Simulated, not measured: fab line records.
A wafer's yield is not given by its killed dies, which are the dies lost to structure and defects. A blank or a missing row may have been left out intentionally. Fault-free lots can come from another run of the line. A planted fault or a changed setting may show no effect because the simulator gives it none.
Which tool was responsible? || flow gf180mcu || Sampling: 13 lots, 39 wafers, 6 of 602 route steps

WHAT THE GAUGES SHOWED, per wafer
GF_NSD_TW_MEAS_12. Usual: for NSD_TW the level is 4230 and the standard deviation is 35.
{"lot": "L280", "measured": "day 13 06:55", "on": "film metro-01", "NSD_TW": "4224 4181 4213", "flag": ""}
{"lot": "L281", "measured": "day 13 16:24", "on": "film metro-01", "NSD_TW": "4235 4234 4240", "flag": ""}
{"lot": "L282", "measured": "day 13 22:18", "on": "film metro-03", "NSD_TW": "4279 4263 4283", "flag": ""}
{"lot": "L286", "measured": "day 15 11:34", "on": "film metro-01", "NSD_TW": "4272 4268 4256", "flag": ""}
{"lot": "L287", "measured": "day 15 19:59", "on": "film metro-01", "NSD_TW": "4248 4236 4258", "flag": ""}
{"lot": "L288", "measured": "day 16 16:35", "on": "film metro-03", "NSD_TW": "4266 4235 4260", "flag": ""}
{"lot": "L289", "measured": "day 16 22:51", "on": "film metro-04", "NSD_TW": "4174 4169 4172", "flag": ""}
{"lot": "L290", "measured": "day 16 23:41", "on": "film metro-03", "NSD_TW": "4250 4254 4263", "flag": ""}
{"lot": "L292", "measured": "day 17 14:14", "on": "film metro-04", "NSD_TW": "4171 4174 4180", "flag": ""}
{"lot": "L291", "measured": "day 17 15:05", "on": "film metro-04", "NSD_TW": "4174 4189 4160", "flag": ""}
{"lot": "L298", "measured": "day 19 21:04", "on": "film metro-01", "NSD_TW": "4216 4235 4238", "flag": ""}
{"lot": "L300", "measured": "day 20 07:28", "on": "film metro-01", "NSD_TW": "4219 4191 4228", "flag": ""}
{"lot": "L299", "measured": "day 20 08:21", "on": "film metro-01", "NSD_TW": "4246 4232 4253", "flag": ""}

GF_SALICIDE_RS_MEAS_04: a four-point-probe measurement. Usual: for SALICIDE_TIN_RS the level is 16.4 ohm/sq and the standard deviation is 0.31.
{"lot": "L280", "measured": "day 14 23:52", "on": "film metro-01", "SALICIDE_TIN_RS (ohm/sq)": "16.5 16.7 16.2", "flag": ""}
{"lot": "L281", "measured": "day 15 10:17", "on": "film metro-01", "SALICIDE_TIN_RS (ohm/sq)": "16.3 15.7 16.4", "flag": ""}
{"lot": "L282", "measured": "day 15 16:57", "on": "film metro-04", "SALICIDE_TIN_RS (ohm/sq)": "16.1 16.2 16.2", "flag": ""}
{"lot": "L286", "measured": "day 17 09:23", "on": "film metro-04", "SALICIDE_TIN_RS (ohm/sq)": "16.7 17.1 16.6", "flag": ""}
{"lot": "L287", "measured": "day 17 18:38", "on": "film metro-02", "SALICIDE_TIN_RS (ohm/sq)": "16.7 16.7 16.1", "flag": ""}
{"lot": "L288", "measured": "day 18 15:52", "on": "film metro-02", "SALICIDE_TIN_RS (ohm/sq)": "16.9 16.5 16.8", "flag": ""}
{"lot": "L289", "measured": "day 18 22:14", "on": "film metro-02", "SALICIDE_TIN_RS (ohm/sq)": "16.6 16.8 16.6", "flag": ""}
{"lot": "L290", "measured": "day 18 23:14", "on": "film metro-02", "SALICIDE_TIN_RS (ohm/sq)": "16.0 16.2 16.3", "flag": ""}
{"lot": "L292", "measured": "day 19 14:59", "on": "film metro-01", "SALICIDE_TIN_RS (ohm/sq)": "16.1 15.8 16.3", "flag": ""}
{"lot": "L291", "measured": "day 19 15:47", "on": "film metro-02", "SALICIDE_TIN_RS (ohm/sq)": "15.9 16.6 16.5", "flag": ""}
{"lot": "L298", "measured": "day 21 22:24", "on": "film metro-02", "SALICIDE_TIN_RS (ohm/sq)": "17.9 18.7 18.6", "flag": "OFF"}
{"lot": "L300", "measured": "day 22 07:25", "on": "film metro-01", "SALICIDE_TIN_RS (ohm/sq)": "16.1 16.0 16.0", "flag": ""}
{"lot": "L299", "measured": "day 22 09:32", "on": "film metro-04", "SALICIDE_TIN_RS (ohm/sq)": "18.0 17.4 17.8", "flag": "OFF"}

GF_SALICIDE_THK_MEAS_05: measures by xrf. Usual: for SALICIDE_TIN_THK the level is 20.23 nm and the standard deviation is 0.24.
{"lot": "L280", "measured": "day 14 23:59", "on": "film metro-01", "SALICIDE_TIN_THK (nm)": "19.96 20.13 19.83", "flag": ""}
{"lot": "L281", "measured": "day 15 10:25", "on": "film metro-01", "SALICIDE_TIN_THK (nm)": "19.97 20.27 20.55", "flag": ""}
{"lot": "L282", "measured": "day 15 17:04", "on": "film metro-04", "SALICIDE_TIN_THK (nm)": "20.18 20.00 19.73", "flag": ""}
{"lot": "L286", "measured": "day 17 09:29", "on": "film metro-04", "SALICIDE_TIN_THK (nm)": "20.40 20.43 20.28", "flag": ""}
{"lot": "L287", "measured": "day 17 18:46", "on": "film metro-02", "SALICIDE_TIN_THK (nm)": "20.22 20.20 20.28", "flag": ""}
{"lot": "L288", "measured": "day 18 15:58", "on": "film metro-02", "SALICIDE_TIN_THK (nm)": "19.94 20.18 20.33", "flag": ""}
{"lot": "L289", "measured": "day 18 22:22", "on": "film metro-02", "SALICIDE_TIN_THK (nm)": "20.42 19.92 20.30", "flag": ""}
{"lot": "L290", "measured": "day 18 23:22", "on": "film metro-02", "SALICIDE_TIN_THK (nm)": "20.40 20.16 19.94", "flag": ""}
{"lot": "L292", "measured": "day 19 15:04", "on": "film metro-01", "SALICIDE_TIN_THK (nm)": "20.57 20.70 20.42", "flag": ""}
{"lot": "L291", "measured": "day 19 15:52", "on": "film metro-02", "SALICIDE_TIN_THK (nm)": "20.33 20.23 20.15", "flag": ""}
{"lot": "L298", "measured": "day 21 22:31", "on": "film metro-02", "SALICIDE_TIN_THK (nm)": "14.93 14.76 14.99", "flag": "OFF"}
{"lot": "L300", "measured": "day 22 07:31", "on": "film metro-01", "SALICIDE_TIN_THK (nm)": "20.24 20.32 20.34", "flag": ""}
{"lot": "L299", "measured": "day 22 09:38", "on": "film metro-04", "SALICIDE_TIN_THK (nm)": "15.52 15.40 15.36", "flag": "OFF"}

GF_CONTACT_THK_MEAS_01. Usual: for CONTACT_CVD_00_THK the level is 299.4 nm and the standard deviation is 2.9.
{"lot": "L280", "measured": "day 15 00:23", "on": "film metro-02", "CONTACT_CVD_00_THK (nm)": "297.0 300.4 303.8", "flag": ""}
{"lot": "L281", "measured": "day 15 10:48", "on": "film metro-03", "CONTACT_CVD_00_THK (nm)": "295.7 296.5 296.6", "flag": ""}
{"lot": "L282", "measured": "day 15 17:29", "on": "film metro-02", "CONTACT_CVD_00_THK (nm)": "297.9 297.1 300.5", "flag": ""}
{"lot": "L286", "measured": "day 17 09:53", "on": "film metro-03", "CONTACT_CVD_00_THK (nm)": "297.8 296.6 299.8", "flag": ""}
{"lot": "L287", "measured": "day 17 19:09", "on": "film metro-02", "CONTACT_CVD_00_THK (nm)": "295.9 296.9 301.5", "flag": ""}
{"lot": "L288", "measured": "day 18 16:22", "on": "film metro-03", "CONTACT_CVD_00_THK (nm)": "299.9 296.0 296.6", "flag": ""}
{"lot": "L289", "measured": "day 18 22:45", "on": "film metro-04", "CONTACT_CVD_00_THK (nm)": "301.4 298.7 301.3", "flag": ""}
{"lot": "L290", "measured": "day 18 23:45", "on": "film metro-03", "CONTACT_CVD_00_THK (nm)": "296.9 298.2 300.5", "flag": ""}
{"lot": "L292", "measured": "day 19 15:28", "on": "film metro-04", "CONTACT_CVD_00_THK (nm)": "299.1 303.6 299.3", "flag": ""}
{"lot": "L291", "measured": "day 19 16:16", "on": "film metro-04", "CONTACT_CVD_00_THK (nm)": "297.5 295.1 300.2", "flag": ""}
{"lot": "L298", "measured": "day 21 22:55", "on": "film metro-03", "CONTACT_CVD_00_THK (nm)": "299.7 298.0 296.5", "flag": ""}
{"lot": "L300", "measured": "day 22 07:55", "on": "film metro-03", "CONTACT_CVD_00_THK (nm)": "293.9 294.3 295.5", "flag": ""}
{"lot": "L299", "measured": "day 22 10:01", "on": "film metro-02", "CONTACT_CVD_00_THK (nm)": "299.8 300.8 300.2", "flag": ""}

GF_CONTACT_BOW_MEAS_05. Usual: for CONTACT_BOW the level is 66 um and the standard deviation is 6.4.
{"lot": "L280", "measured": "day 15 00:53", "on": "film metro-03", "CONTACT_BOW (um)": "58 75 69", "flag": ""}
{"lot": "L281", "measured": "day 15 11:36", "on": "film metro-03", "CONTACT_BOW (um)": "55 72 58", "flag": ""}
{"lot": "L282", "measured": "day 15 17:58", "on": "film metro-04", "CONTACT_BOW (um)": "57 53 67", "flag": ""}
{"lot": "L286", "measured": "day 17 10:23", "on": "film metro-02", "CONTACT_BOW (um)": "63 53 67", "flag": ""}
{"lot": "L287", "measured": "day 17 19:38", "on": "film metro-02", "CONTACT_BOW (um)": "68 81 74", "flag": ""}
{"lot": "L288", "measured": "day 18 16:52", "on": "film metro-04", "CONTACT_BOW (um)": "59 59 65", "flag": ""}
{"lot": "L289", "measured": "day 18 23:14", "on": "film metro-03", "CONTACT_BOW (um)": "72 67 76", "flag": ""}
{"lot": "L290", "measured": "day 19 00:14", "on": "film metro-04", "CONTACT_BOW (um)": "70 73 79", "flag": ""}
{"lot": "L292", "measured": "day 19 15:59", "on": "film metro-03", "CONTACT_BOW (um)": "75 62 55", "flag": ""}
{"lot": "L291", "measured": "day 19 16:47", "on": "film metro-04", "CONTACT_BOW (um)": "66 78 63", "flag": ""}
{"lot": "L298", "measured": "day 21 23:25", "on": "film metro-03", "CONTACT_BOW (um)": "68 61 70", "flag": ""}
{"lot": "L300", "measured": "day 22 08:25", "on": "film metro-04", "CONTACT_BOW (um)": "77 65 60", "flag": ""}
{"lot": "L299", "measured": "day 22 10:32", "on": "film metro-04", "CONTACT_BOW (um)": "63 49 60", "flag": ""}

EACH LOT AND THE TOOL THAT RAN IT (in order: tool; ch and the chambers of the sampled wafers; start)
{"lot": "L280", "GF_SALICIDE_SPUTTER_03": "pvd sputter-02, day 14 23:50"}
{"lot": "L281", "GF_SALICIDE_SPUTTER_03": "pvd sputter-01, day 15 10:16"}
{"lot": "L282", "GF_SALICIDE_SPUTTER_03": "pvd sputter-01, day 15 16:56"}
{"lot": "L286", "GF_SALICIDE_SPUTTER_03": "pvd sputter-01, day 17 09:20"}
{"lot": "L287", "GF_SALICIDE_SPUTTER_03": "pvd sputter-02, day 17 18:37"}
{"lot": "L288", "GF_SALICIDE_SPUTTER_03": "pvd sputter-03, day 18 15:49"}
{"lot": "L289", "GF_SALICIDE_SPUTTER_03": "pvd sputter-03, day 18 22:13"}
{"lot": "L290", "GF_SALICIDE_SPUTTER_03": "pvd sputter-03, day 18 23:13"}
{"lot": "L292", "GF_SALICIDE_SPUTTER_03": "pvd sputter-02, day 19 14:53"}
{"lot": "L291", "GF_SALICIDE_SPUTTER_03": "pvd sputter-01, day 19 15:41"}
{"lot": "L298", "GF_SALICIDE_SPUTTER_03": "pvd sputter-01, day 21 22:22"}
{"lot": "L300", "GF_SALICIDE_SPUTTER_03": "pvd sputter-02, day 22 07:22"}
{"lot": "L299", "GF_SALICIDE_SPUTTER_03": "pvd sputter-01, day 22 09:28"}
- GF_SALICIDE_SPUTTER_03: material TiN, target thk 20 nm, time 16.7 s.

AS READ BY THE TOOLS THEMSELVES (means over the sampled wafers that have a number; for cases with no such wafer, the mark the record gives instead)
GF_SALICIDE_SPUTTER_03. Usual: throttle valve pct reads 29.7 % (standard deviation 1.1).
{"lot": "L280", "tool": "pvd sputter-02", "throttle valve pct (%)": 30.4, "flag": ""}
{"lot": "L281", "tool": "pvd sputter-01", "throttle valve pct (%)": 28.8, "flag": ""}
{"lot": "L282", "tool": "pvd sputter-01", "throttle valve pct (%)": 28.8, "flag": ""}
{"lot": "L286", "tool": "pvd sputter-01", "throttle valve pct (%)": 29.7, "flag": ""}
{"lot": "L287", "tool": "pvd sputter-02", "throttle valve pct (%)": 30.5, "flag": ""}
{"lot": "L288", "tool": "pvd sputter-03", "throttle valve pct (%)": 29.1, "flag": ""}
{"lot": "L289", "tool": "pvd sputter-03", "throttle valve pct (%)": 29.7, "flag": ""}
{"lot": "L290", "tool": "pvd sputter-03", "throttle valve pct (%)": 29.7, "flag": ""}
{"lot": "L292", "tool": "pvd sputter-02", "throttle valve pct (%)": 29.6, "flag": ""}
{"lot": "L291", "tool": "pvd sputter-01", "throttle valve pct (%)": 29.4, "flag": ""}
{"lot": "L298", "tool": "pvd sputter-01", "throttle valve pct (%)": 28.9, "flag": ""}
{"lot": "L300", "tool": "pvd sputter-02", "throttle valve pct (%)": 30.7, "flag": ""}
{"lot": "L299", "tool": "pvd sputter-01", "throttle valve pct (%)": 28.9, "flag": ""}

THE ANSWER, worked out from the rows above alone
Rule: a lot counts as off when the mean over its wafers that have a number is more than 3 standard deviations away from the usual mean. A lot without any number at a reading at which 4 lots or more have one is off too. Any other lot the step has rows for is counted as sound. After the gauges, taken in route order, come the tools' own readings; for these a lot's mean is taken, as printed above. At the first step where some lot is off, the reading lying furthest off is the one used; lots without a number count as furthest.
Off: at GF_SALICIDE_RS_MEAS_04 (SALICIDE_TIN_RS), L298, L299.
A tool fits if, at a process step before that reading, it ran every lot that is off, and no sound lot after the first of them. Gauges at GF_SALICIDE_RS_MEAS_04: tried the same way as those tools. One candidate fits, namely pvd sputter-01 at GF_SALICIDE_SPUTTER_03. A fault onset in the window from L291 (day 19 15:41, its last sound lot) to L298 (day 21 22:22, its first lot off) fits.

WHAT THE SIMULATOR HAD PUT IN
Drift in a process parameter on pvd sputter-01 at GF_SALICIDE_SPUTTER_03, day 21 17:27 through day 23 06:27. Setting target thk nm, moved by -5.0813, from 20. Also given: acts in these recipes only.
Shown lots that were struck: L298, L299. Same finding as the rule above.
